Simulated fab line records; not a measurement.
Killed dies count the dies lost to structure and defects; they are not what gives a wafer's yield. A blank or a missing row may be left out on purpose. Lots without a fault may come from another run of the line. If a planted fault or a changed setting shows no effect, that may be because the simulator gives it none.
fab line records + flow sky130
record
- lots=6
- wafers=18
- last_day=49
route steps=708 shown METAL4@599 CAP2M@603 PAD_OPEN@708
lots that met no fault: from a run of the same line without faults
start_h: the number of hours between the record's first day and the start of the first shown wafer of the lot + wait_h: how many hours have passed since the lot's step before this one + " unchanged from the row above + L1.1+2: one row covering several wafers at once + - no value present, or no start provided + * or withheld: withheld + < > ~ a bound
route shown NAME@n: names a module that has steps shown in the file, with the first one's number in the route + usual: mean/standard deviation of fault-free wafers + same: alike in all rows + chamber/n: place in a boat + sites: per-site readings + _std_site: standard deviation of those values + _edge_site: inner sites' mean taken away from outer sites' mean + radius_mm: how far each site lies from the wafer's centre + mask NAME#n: copy n + behind: tool/chamber where the wafer was last shaped + hold: why the lot was held/for how many hours/how that ended + device: the transistor (n, p or np) that didn't switch + end of line: the route-end tests of the same wafers + for a step that has no rows: nothing shown but its recipe + killed: dies lost to structure and defects at the first sort, not the wafer's yield + map: a wafer's dies, marking killed ones x, the rest . and places with no die _
set.NAME: the setting the step ran with; set.NAME@STEP: the setting that earlier step ran with + model.NAME: the simulator's own value behind a step, which no gauge read
a table for each step, a row for each wafer; lots at some steps of the route
services: from which hour (start_h, from the record's first day; less than 0 if before it) a tool's chamber was out of use, for how many hours, and why
## steps
# step SKY_METAL4_SPUTTER_01
# recipe
- material=TiN
- target_thk_nm=20
- power_w=6500
- time_s=16.7
- chamber_pressure_pa=0.4
# usual
- cathode_dc_power_W=6499.9/1.2
- throttle_valve_pct=30.1/0.69
| lot.wafer | tool           | chamber | start_h | wait_h | cathode_dc_power_W | throttle_valve_pct |
|-----------|----------------|---------|---------|--------|--------------------|--------------------|
| L823.1    | pvd_sputter-02 | -       | 944.53  | 0.0    | 6500.8             | 30.9               |
| L823.2    | "              | -       | "       | "      | 6499.7             | 30.4               |
| L823.6    | "              | -       | "       | "      | 6500.2             | 30.4               |
| L828.1    | pvd_sputter-01 | -       | 973.66  | 0.0    | 6501.8             | 31.0               |
| L828.2    | "              | -       | "       | "      | 6500.5             | 28.6               |
| L828.3    | "              | -       | "       | "      | 6498.5             | 30.0               |
| L829.1    | pvd_sputter-01 | -       | 980.67  | 0.0    | 6498.6             | 31.4               |
| L829.4    | "              | -       | "       | "      | 6499.9             | 28.7               |
| L829.5    | "              | -       | "       | "      | 6499.6             | 30.4               |
| L830.2    | pvd_sputter-01 | -       | 987.31  | 0.0    | 6499.9             | 30.3               |
| L830.4    | "              | -       | "       | "      | 6498.6             | 28.9               |
| L830.6    | "              | -       | "       | "      | 6498.4             | 28.8               |
| L840.2    | pvd_sputter-04 | -       | 1055.04 | 0.0    | 6499.0             | 29.8               |
| L840.3    | "              | -       | "       | "      | 6497.9             | 29.6               |
| L840.5    | "              | -       | "       | "      | 6499.5             | 30.7               |
| L841.2    | pvd_sputter-01 | -       | 1056.00 | 0.0    | 6499.7             | 28.8               |
| L841.3    | "              | -       | "       | "      | 6500.1             | 30.5               |
| L841.4    | "              | -       | "       | "      | 6500.3             | 30.9               |
# step SKY_METAL4_SPUTTER_02
# recipe
- material=AlCu
- target_thk_nm=735
- power_w=10600
- time_s=39.1
- chamber_pressure_pa=0.4
# step SKY_METAL4_SPUTTER_03
# recipe
- material=Ti
- target_thk_nm=5
- power_w=3000
- time_s=3.3
- chamber_pressure_pa=0.4
# usual
- cathode_dc_power_W=3000.1/0.54
- throttle_valve_pct=30.1/0.68
| lot.wafer | tool           | chamber | start_h | wait_h | cathode_dc_power_W | throttle_valve_pct |
|-----------|----------------|---------|---------|--------|--------------------|--------------------|
| L823.1    | pvd_sputter-02 | -       | 944.60  | 0.0    | 2998.8             | 30.9               |
| L823.2    | "              | -       | "       | "      | 2999.4             | 30.3               |
| L823.6    | "              | -       | "       | "      | 3000.9             | 30.3               |
| L828.1    | pvd_sputter-01 | -       | 973.72  | 0.0    | 2999.8             | 31.3               |
| L828.2    | "              | -       | "       | "      | 3000.4             | 29.0               |
| L828.3    | "              | -       | "       | "      | 3000.3             | 30.2               |
| L829.1    | pvd_sputter-01 | -       | 980.73  | 0.0    | 3000.3             | 31.1               |
| L829.4    | "              | -       | "       | "      | 3000.6             | 28.9               |
| L829.5    | "              | -       | "       | "      | 2999.4             | 30.1               |
| L830.2    | pvd_sputter-01 | -       | 987.37  | 0.0    | 3000.5             | 30.6               |
| L830.4    | "              | -       | "       | "      | 3001.1             | 28.8               |
| L830.6    | "              | -       | "       | "      | 3000.5             | 29.0               |
| L840.2    | pvd_sputter-04 | -       | 1055.10 | 0.0    | 3000.7             | 29.5               |
| L840.3    | "              | -       | "       | "      | 3000.0             | 29.6               |
| L840.5    | "              | -       | "       | "      | 3000.2             | 30.4               |
| L841.2    | pvd_sputter-01 | -       | 1056.06 | 0.0    | 3000.7             | 29.0               |
| L841.3    | "              | -       | "       | "      | 3000.0             | 30.3               |
| L841.4    | "              | -       | "       | "      | 2999.6             | 31.0               |
# step SKY_METAL4_SPUTTER_04
# recipe
- material=TiN
- target_thk_nm=70
- power_w=6500
- time_s=58.3
- chamber_pressure_pa=0.4
# usual
- cathode_dc_power_W=6500.1/1.3
- throttle_valve_pct=30.1/0.69
| lot.wafer | tool           | chamber | start_h | wait_h | cathode_dc_power_W | throttle_valve_pct |
|-----------|----------------|---------|---------|--------|--------------------|--------------------|
| L823.1    | pvd_sputter-02 | -       | 944.62  | 0.0    | 6499.7             | 31.2               |
| L823.2    | "              | -       | "       | "      | 6501.1             | 30.5               |
| L823.6    | "              | -       | "       | "      | 6499.8             | 30.2               |
| L828.1    | pvd_sputter-01 | -       | 973.74  | 0.0    | 6499.6             | 31.2               |
| L828.2    | "              | -       | "       | "      | 6500.0             | 28.9               |
| L828.3    | "              | -       | "       | "      | 6498.5             | 30.4               |
| L829.1    | pvd_sputter-01 | -       | 980.75  | 0.0    | 6500.1             | 31.5               |
| L829.4    | "              | -       | "       | "      | 6498.1             | 29.0               |
| L829.5    | "              | -       | "       | "      | 6499.4             | 30.7               |
| L830.2    | pvd_sputter-01 | -       | 987.39  | 0.0    | 6503.2             | 30.6               |
| L830.4    | "              | -       | "       | "      | 6500.2             | 29.2               |
| L830.6    | "              | -       | "       | "      | 6498.8             | 29.0               |
| L840.2    | pvd_sputter-04 | -       | 1055.12 | 0.0    | 6499.0             | 29.7               |
| L840.3    | "              | -       | "       | "      | 6500.3             | 29.7               |
| L840.5    | "              | -       | "       | "      | 6501.3             | 30.7               |
| L841.2    | pvd_sputter-01 | -       | 1056.08 | 0.0    | 6497.7             | 28.8               |
| L841.3    | "              | -       | "       | "      | 6501.2             | 30.2               |
| L841.4    | "              | -       | "       | "      | 6499.9             | 31.3               |
# step SKY_CAP2M_CVD_00
# recipe
- material=SiO2
- target_thk_nm=15.5
- temp_c=400
- time_s=withheld
- rf_w=450
# usual
- heater_power_w=665/97
| lot.wafer | tool     | chamber | start_h | wait_h | heater_power_w |
|-----------|----------|---------|---------|--------|----------------|
| L823.1    | pecvd-04 | 0       | 944.67  | 0.0    | 551            |
| L823.2    | "        | 2       | "       | "      | 532            |
| L823.6    | "        | 0       | "       | "      | 540            |
| L828.1    | pecvd-01 | 1       | 973.79  | 0.0    | 849            |
| L828.2    | "        | 0       | "       | "      | 569            |
| L828.3    | "        | 2       | "       | "      | 657            |
| L829.1    | pecvd-01 | 2       | 980.80  | 0.0    | 664            |
| L829.4    | "        | 1       | "       | "      | 871            |
| L829.5    | "        | 0       | "       | "      | 643            |
| L830.2    | pecvd-04 | 0       | 987.45  | 0.0    | 595            |
| L830.4    | "        | 0       | "       | "      | 612            |
| L830.6    | "        | 0       | "       | "      | 599            |
| L840.2    | pecvd-01 | 2       | 1055.17 | 0.0    | 613            |
| L840.3    | "        | 1       | "       | "      | 900            |
| L840.5    | "        | 2       | "       | "      | 608            |
| L841.2    | pecvd-04 | 0       | 1056.13 | 0.0    | 632            |
| L841.3    | "        | 2       | "       | "      | 608            |
| L841.4    | "        | 2       | "       | "      | 588            |
# step SKY_CAP2M_THK_MEAS_01
# recipe
- reads=SiO2_of_CAP2M_CVD_00
# usual
- CAP2M_CVD_00_THK=15.53/0.2
| lot.wafer | tool          | chamber | start_h | wait_h | CAP2M_CVD_00_THK[nm] |
|-----------|---------------|---------|---------|--------|----------------------|
| L823.1    | film_metro-01 | -       | 944.69  | -      | 15.38                |
| L823.2    | "             | -       | "       | "      | 15.42                |
| L823.6    | "             | -       | "       | "      | 15.67                |
| L828.1    | film_metro-01 | -       | 973.81  | -      | 15.82                |
| L828.2    | "             | -       | "       | "      | 15.82                |
| L828.3    | "             | -       | "       | "      | 15.72                |
| L829.1    | film_metro-04 | -       | 980.82  | -      | 15.59                |
| L829.4    | "             | -       | "       | "      | 15.77                |
| L829.5    | "             | -       | "       | "      | 15.93                |
| L830.2    | film_metro-03 | -       | 987.51  | -      | 15.62                |
| L830.4    | "             | -       | "       | "      | 15.51                |
| L830.6    | "             | -       | "       | "      | 15.50                |
| L840.2    | film_metro-04 | -       | 1055.20 | -      | 15.32                |
| L840.3    | "             | -       | "       | "      | 15.34                |
| L840.5    | "             | -       | "       | "      | 15.51                |
| L841.2    | film_metro-03 | -       | 1056.16 | -      | 15.16                |
| L841.3    | "             | -       | "       | "      | 15.21                |
| L841.4    | "             | -       | "       | "      | 15.67                |
# step SKY_CAP2M_SPUTTER_02
# recipe
- material=TiN
- target_thk_nm=200
- temp_c=300
- power_w=6500
- time_s=166.7
- chamber_pressure_pa=0.4
# usual
- cathode_dc_power_W=6500.1/1.3
- throttle_valve_pct=30.5/0.96
| lot.wafer | tool           | chamber | start_h | wait_h | cathode_dc_power_W | throttle_valve_pct |
|-----------|----------------|---------|---------|--------|--------------------|--------------------|
| L823.1    | pvd_sputter-01 | -       | 944.75  | 0.1    | 6500.6             | 28.9               |
| L823.2    | "              | -       | "       | "      | 6499.3             | 29.6               |
| L823.6    | "              | -       | "       | "      | 6501.9             | 30.4               |
| L828.1    | pvd_sputter-02 | -       | 973.87  | 0.1    | 6500.6             | 30.4               |
| L828.2    | "              | -       | "       | "      | 6501.6             | 30.0               |
| L828.3    | "              | -       | "       | "      | 6497.3             | 30.3               |
| L829.1    | pvd_sputter-02 | -       | 980.88  | 0.1    | 6500.9             | 30.3               |
| L829.4    | "              | -       | "       | "      | 6499.3             | 31.1               |
| L829.5    | "              | -       | "       | "      | 6501.4             | 30.4               |
| L830.2    | pvd_sputter-03 | -       | 987.56  | 0.0    | 6500.4             | 31.9               |
| L830.4    | "              | -       | "       | "      | 6500.6             | 29.0               |
| L830.6    | "              | -       | "       | "      | 6499.9             | 29.1               |
| L840.2    | pvd_sputter-02 | -       | 1055.25 | 0.0    | 6500.7             | 31.1               |
| L840.3    | "              | -       | "       | "      | 6501.9             | 30.1               |
| L840.5    | "              | -       | "       | "      | 6501.6             | 30.2               |
| L841.2    | pvd_sputter-02 | -       | 1056.21 | 0.0    | 6499.9             | 29.9               |
| L841.3    | "              | -       | "       | "      | 6500.9             | 30.9               |
| L841.4    | "              | -       | "       | "      | 6501.7             | 30.2               |
# step SKY_CAP2M_RS_MEAS_03
# recipe
- thk_meas_gauge=four-point-probe
- reads=TiN_of_CAP2M_SPUTTER_02
# usual
- CAP2M_TIN_RS=6.87/0.073
| lot.wafer | tool          | chamber | start_h | wait_h | CAP2M_TIN_RS[ohm/sq] |
|-----------|---------------|---------|---------|--------|----------------------|
| L823.1    | film_metro-04 | -       | 944.86  | 0.1    | 7.05                 |
| L823.2    | "             | -       | "       | "      | 6.92                 |
| L823.6    | "             | -       | "       | "      | 7.02                 |
| L828.1    | film_metro-04 | -       | 973.98  | 0.1    | 6.97                 |
| L828.2    | "             | -       | "       | "      | 6.94                 |
| L828.3    | "             | -       | "       | "      | 6.94                 |
| L829.1    | film_metro-01 | -       | 980.99  | 0.1    | 6.90                 |
| L829.4    | "             | -       | "       | "      | 6.87                 |
| L829.5    | "             | -       | "       | "      | 6.94                 |
| L830.2    | film_metro-04 | -       | 987.69  | 0.1    | 6.88                 |
| L830.4    | "             | -       | "       | "      | 6.85                 |
| L830.6    | "             | -       | "       | "      | 6.89                 |
| L840.2    | film_metro-01 | -       | 1055.40 | 0.1    | 6.77                 |
| L840.3    | "             | -       | "       | "      | 6.85                 |
| L840.5    | "             | -       | "       | "      | 6.83                 |
| L841.2    | film_metro-04 | -       | 1056.35 | 0.1    | 6.97                 |
| L841.3    | "             | -       | "       | "      | 6.94                 |
| L841.4    | "             | -       | "       | "      | 6.95                 |
# step SKY_CAP2M_THK_MEAS_04
# recipe
- thk_meas_gauge=xrf
- reads=TiN_of_CAP2M_SPUTTER_02
# usual
- CAP2M_TIN_THK=201.6/2.3
| lot.wafer | tool          | chamber | start_h | wait_h | CAP2M_TIN_THK[nm] |
|-----------|---------------|---------|---------|--------|-------------------|
| L823.1    | film_metro-04 | -       | 944.98  | 0.1    | 196.8             |
| L823.2    | "             | -       | "       | "      | 200.2             |
| L823.6    | "             | -       | "       | "      | 197.8             |
| L828.1    | film_metro-04 | -       | 974.10  | 0.1    | 198.1             |
| L828.2    | "             | -       | "       | "      | 198.9             |
| L828.3    | "             | -       | "       | "      | 199.0             |
| L829.1    | film_metro-01 | -       | 981.11  | 0.1    | 201.2             |
| L829.4    | "             | -       | "       | "      | 200.4             |
| L829.5    | "             | -       | "       | "      | 199.1             |
| L830.2    | film_metro-04 | -       | 987.80  | 0.1    | 202.9             |
| L830.4    | "             | -       | "       | "      | 203.4             |
| L830.6    | "             | -       | "       | "      | 202.0             |
| L840.2    | film_metro-01 | -       | 1055.51 | 0.1    | 206.2             |
| L840.3    | "             | -       | "       | "      | 203.4             |
| L840.5    | "             | -       | "       | "      | 204.9             |
| L841.2    | film_metro-04 | -       | 1056.46 | 0.1    | 198.9             |
| L841.3    | "             | -       | "       | "      | 200.1             |
| L841.4    | "             | -       | "       | "      | 199.2             |
# step SKY_CAP2M_DEHYDRATE_05
# recipe
- temp_c=200
- time_s=60
# step SKY_CAP2M_HMDS_06
# recipe
- prime_time_s=60
- prime_temp_c=120
# step SKY_CAP2M_COAT_07
# recipe
- resist=NOVOLAK
- spin_rpm=3000
- resist_thk_nm=1140
# step SKY_CAP2M_SOFTBAKE_08
# recipe
- temp_c=90
- time_s=60
- resist=NOVOLAK
# usual
- heater_power_total_W=56.59/0.046
- resist_line_temp_C=23.01/0.11
- run_length_s=89.2/0.37
| lot.wafer | tool           | chamber | start_h | wait_h | heater_power_total_W | resist_line_temp_C | run_length_s |
|-----------|----------------|---------|---------|--------|----------------------|--------------------|--------------|
| L823.1    | litho_track-02 | 0       | 956.76  | 0.1    | 56.60                | 23.07              | 89.6         |
| L823.2    | "              | 0       | "       | "      | 56.54                | 22.96              | 89.4         |
| L823.6    | "              | 0       | "       | "      | 56.58                | 22.92              | 89.3         |
| L828.1    | litho_track-01 | 0       | 985.42  | 0.1    | 56.65                | 22.90              | 88.7         |
| L828.2    | "              | 0       | "       | "      | 56.63                | 23.14              | 88.8         |
| L828.3    | "              | 0       | "       | "      | 56.58                | 23.03              | 88.7         |
| L829.1    | litho_track-01 | 0       | 993.62  | 0.1    | 57.58                | 23.06              | 85.4         |
| L829.4    | "              | 0       | "       | "      | 56.63                | 22.95              | 88.9         |
| L829.5    | "              | 0       | "       | "      | 56.61                | 22.95              | 88.6         |
| L830.2    | litho_track-01 | 0       | 999.40  | 0.1    | 56.49                | 23.08              | 88.8         |
| L830.4    | "              | 0       | "       | "      | 56.56                | 22.92              | 88.8         |
| L830.6    | "              | 0       | "       | "      | 57.50                | 23.20              | 85.5         |
| L840.2    | litho_track-04 | 0       | 1066.47 | 0.1    | 56.57                | 22.98              | 89.5         |
| L840.3    | "              | 0       | "       | "      | 56.61                | 23.05              | 89.5         |
| L840.5    | "              | 0       | "       | "      | 56.60                | 23.10              | 89.8         |
| L841.2    | litho_track-04 | 0       | 1067.42 | 0.1    | 56.57                | 23.10              | 89.5         |
| L841.3    | "              | 0       | "       | "      | 56.68                | 23.15              | 89.4         |
| L841.4    | "              | 0       | "       | "      | 56.71                | 23.13              | 89.5         |
# step SKY_CAP2M_EXPOSE_09
# recipe
- mask_id=CAP2M
- na=0.6
- source_shape=conventional
- sigma_outer=0.6
- polarization=unpolarized
- target_cd_nm=1000
- dose_mj=159
# step SKY_PAD_OPEN_PROBE_99
# usual
- defect_limited_yield=82.4/2
- killed_at_M0_to_M3=44/6.8
- killed_at_M4_up=3.4/2
- killed_at_contacts=24/5.2
- killed_at_front_end=15/5.2
- killed_at_other=0.2/0.46
- killed_dies=87/9.8
- killed_open=47/7.5
- killed_short=39/6.8
- sort_bin_3_pad_short=0.8/0.37
- sort_bin_5_function=10.5/1.5
- sort_bin_6_memory=6.3/1.2
- sort_n_pass=405/9.8
- sort_yield_pct=82.4/2
# same
- gross_dies=492
- killed_at_back_side=0
- sort_bin_4_leakage[%]=0
- sort_bin_8_speed[%]=0
| lot.wafer | tool      | chamber | start_h | wait_h | defect_limited_yield[%] | killed_at_M0_to_M3 | killed_at_M4_up | killed_at_contacts | killed_at_front_end | killed_at_other | killed_dies | killed_open | killed_short | sort_bin_3_pad_short[%] | sort_bin_5_function[%] | sort_bin_6_memory[%] | sort_n_pass | sort_yield_pct[%] |
|-----------|-----------|---------|---------|--------|-------------------------|--------------------|-----------------|--------------------|---------------------|-----------------|-------------|-------------|--------------|-------------------------|------------------------|----------------------|-------------|-------------------|
| L823.1    | prober-01 | -       | 1087.90 | 0.1    | 80.5                    | 41                 | 12              | 28                 | 15                  | 0               | 96          | 37          | 59           | 0.8                     | 12.0                   | 6.7                  | 396         | 80.5              |
| L823.2    | prober-01 | -       | 1087.95 | 0.1    | 81.9                    | 43                 | 3               | 26                 | 17                  | 0               | 89          | 51          | 38           | 1.2                     | 13.2                   | 3.7                  | 403         | 81.9              |
| L823.6    | prober-01 | -       | 1088.15 | 0.2    | 80.9                    | 45                 | 3               | 23                 | 23                  | 0               | 94          | 54          | 40           | 0.8                     | 11.6                   | 6.7                  | 398         | 80.9              |
| L829.1    | prober-01 | -       | 1119.72 | 0.1    | 81.5                    | 49                 | 2               | 29                 | 11                  | 0               | 91          | 49          | 42           | 0.6                     | 11.4                   | 6.5                  | 401         | 81.5              |
| L829.4    | prober-01 | -       | 1119.87 | 0.2    | 81.9                    | 44                 | 1               | 29                 | 15                  | 0               | 89          | 43          | 46           | 1.2                     | 9.1                    | 7.7                  | 403         | 81.9              |
| L829.5    | prober-01 | -       | 1119.92 | 0.2    | 82.9                    | 47                 | 2               | 23                 | 12                  | 0               | 84          | 46          | 38           | 1.0                     | 10.2                   | 5.9                  | 408         | 82.9              |
| L830.2    | prober-02 | -       | 1124.46 | 0.1    | 83.5                    | 45                 | 5               | 15                 | 15                  | 1               | 81          | 38          | 43           | 1.6                     | 8.3                    | 6.5                  | 411         | 83.5              |
| L830.4    | prober-02 | -       | 1124.56 | 0.2    | 82.5                    | 30                 | 5               | 34                 | 17                  | 0               | 86          | 43          | 43           | 0.4                     | 10.2                   | 6.9                  | 406         | 82.5              |
| L830.6    | prober-02 | -       | 1124.66 | 0.2    | 77.4                    | 56                 | 4               | 32                 | 19                  | 0               | 111         | 62          | 49           | 0.6                     | 15.0                   | 6.9                  | 381         | 77.4              |
| L840.2    | prober-02 | -       | 1178.40 | 0.1    | 80.5                    | 50                 | 0               | 30                 | 16                  | 0               | 96          | 57          | 39           | 0.4                     | 10.8                   | 8.3                  | 396         | 80.5              |
| L840.3    | prober-02 | -       | 1178.45 | 0.2    | 80.5                    | 49                 | 3               | 25                 | 19                  | 0               | 96          | 58          | 38           | 0.8                     | 12.0                   | 6.7                  | 396         | 80.5              |
| L840.5    | prober-02 | -       | 1178.55 | 0.2    | 79.9                    | 49                 | 4               | 21                 | 24                  | 1               | 99          | 54          | 45           | 0.4                     | 13.4                   | 6.3                  | 393         | 79.9              |
# killed by level:class
L823.1 LI_CONTACT:geometric_particle:open=8 FIELD_ISO:geometric_particle:short=7 METAL2:geometric_particle:short=7 METAL1:geometric_particle:short=7 METAL4:geometric_particle:short=7 CONTACT:geometric_particle:open=6 CONTACT:geometric_particle:short=5 VIA1:geometric_particle:open=5
L823.2 CONTACT:geometric_particle:open=12 VIA1:geometric_particle:open=12 FIELD_ISO:geometric_particle:short=6 LI_CONTACT:geometric_particle:open=6 POLY_GATE:geometric_particle:open=5 CONTACT:geometric_particle:short=5 VIA1:geometric_particle:short=5 METAL2:geometric_particle:short=5
L823.6 VIA1:geometric_particle:open=12 CONTACT:geometric_particle:open=10 FIELD_ISO:geometric_particle:open=8 METAL2:geometric_particle:short=6 METAL3:geometric_particle:short=6 FIELD_ISO:geometric_particle:short=5 LOCAL_INTERCONNECT:geometric_particle:short=5 POLY_GATE:geometric_particle:open=4
L829.1 VIA2:geometric_particle:open=11 VIA1:geometric_particle:open=9 CONTACT:geometric_particle:open=7 CONTACT:geometric_particle:short=7 METAL1:geometric_particle:short=7 LI_CONTACT:geometric_particle:open=6 LOCAL_INTERCONNECT:geometric_particle:short=5 METAL2:geometric_particle:short=5
L829.4 VIA2:geometric_particle:open=9 VIA3:geometric_particle:open=9 METAL2:geometric_particle:short=7 CONTACT:geometric_particle:short=7 LI_CONTACT:geometric_particle:open=7 VIA1:geometric_particle:open=6 LOCAL_INTERCONNECT:geometric_particle:short=5 CONTACT:geometric_particle:open=5
L829.5 VIA1:geometric_particle:open=9 CONTACT:geometric_particle:open=8 METAL1:geometric_particle:short=8 VIA3:geometric_particle:open=7 METAL2:geometric_particle:short=6 VIA2:geometric_particle:open=6 CONTACT:geometric_particle:short=5 LI_CONTACT:geometric_particle:open=4
L830.2 VIA1:geometric_particle:open=12 POLY_GATE:geometric_particle:short=8 CONTACT:geometric_particle:open=8 METAL2:geometric_particle:short=7 METAL1:geometric_particle:short=5 VIA1:geometric_particle:short=5 CONTACT:geometric_particle:short=4 VIA2:geometric_particle:open=4
L830.4 CONTACT:geometric_particle:short=11 VIA1:geometric_particle:open=10 LI_CONTACT:geometric_particle:open=9 CONTACT:geometric_particle:open=8 FIELD_ISO:geometric_particle:short=4 FIELD_ISO:geometric_particle:open=4 LOCAL_INTERCONNECT:geometric_particle:short=4 VIA1:geometric_particle:short=4
L830.6 VIA1:geometric_particle:open=18 VIA2:geometric_particle:open=9 CONTACT:geometric_particle:open=8 CONTACT:geometric_particle:short=8 VIA1:geometric_particle:short=8 LOCAL_INTERCONNECT:geometric_particle:short=7 VIA3:geometric_particle:open=6 FIELD_ISO:geometric_particle:open=5
L840.2 VIA1:geometric_particle:open=11 CONTACT:geometric_particle:open=9 VIA2:geometric_particle:open=9 LI_CONTACT:geometric_particle:open=8 METAL2:geometric_particle:short=7 FIELD_ISO:geometric_particle:open=6 VIA3:geometric_particle:open=6 LOCAL_INTERCONNECT:geometric_particle:short=5
L840.3 VIA1:geometric_particle:open=14 VIA3:geometric_particle:open=10 POLY_GATE:geometric_particle:open=8 CONTACT:geometric_particle:open=8 LOCAL_INTERCONNECT:geometric_particle:short=7 METAL2:geometric_particle:short=7 FIELD_ISO:geometric_particle:short=4 LI_CONTACT:geometric_particle:open=4
L840.5 VIA3:geometric_particle:open=10 FIELD_ISO:geometric_particle:open=9 VIA1:geometric_particle:open=9 VIA2:geometric_particle:open=7 FIELD_ISO:geometric_particle:short=6 LI_CONTACT:geometric_particle:open=6 METAL1:geometric_particle:short=6 VIA1:geometric_particle:short=6
## services
| tool           | chamber | start_h | hours | kind                          |
|----------------|---------|---------|-------|-------------------------------|
| pvd_sputter-04 | -       | 929.41  | 5.0   | repair                        |
| pvd_sputter-02 | -       | 934.72  | 4.6   | repair                        |
| pvd_sputter-03 | -       | 938.87  | 11.2  | repair                        |
| pecvd-04       | 1       | 982.40  | 19.4  | repair                        |
| pecvd-04       | 2       | 983.62  | 5.5   | scheduled_down                |
| pvd_sputter-03 | -       | 988.03  | 3.4   | repair                        |
| pecvd-01       | 1       | 999.91  | 17.4  | repair                        |
| pecvd-04       | 1       | 1001.83 | -     | clean                         |
| pecvd-04       | 1       | 1001.83 | -     | consumable_replace:showerhead |
| pecvd-04       | 1       | 1001.83 | 29.0  | scheduled_down                |
| pecvd-04       | 1       | 1001.83 | 29.0  | vent_cycle                    |
| pecvd-04       | -       | 1010.90 | 6.0   | pm                            |
| pvd_sputter-04 | -       | 1020.62 | 0.9   | repair                        |
| pecvd-04       | -       | 1031.93 | 2.8   | pm                            |
| pecvd-04       | 2       | 1037.53 | 2.1   | scheduled_down                |
| pvd_sputter-03 | -       | 1052.32 | 6.8   | repair                        |
## key
first_sign
- step=SKY_CAP2M_SOFTBAKE_08
- reading=heater_power_total_W
- direction=up
- sigmas=20
- usual=*
- struck=*
effect
- step=SKY_CAP2M_SOFTBAKE_08
- reading=run_length_s
- direction=down
- sigmas=10
- usual=*
- struck=*
met_at SKY_CAP2M_SOFTBAKE_08
struck_wafers L829.1,L830.6
onset_between 985.42 993.62
fault
- kind=process_parameter_drift
- tool=litho_track-01
- chamber=-
- onset_h=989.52
- steps=SKY_CAP2M_SOFTBAKE_08
- channel=time_s
- offset=*
- shape=step
- end_h=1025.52
- scope=struck_wafers_only
- acts_in=*
- stated=*
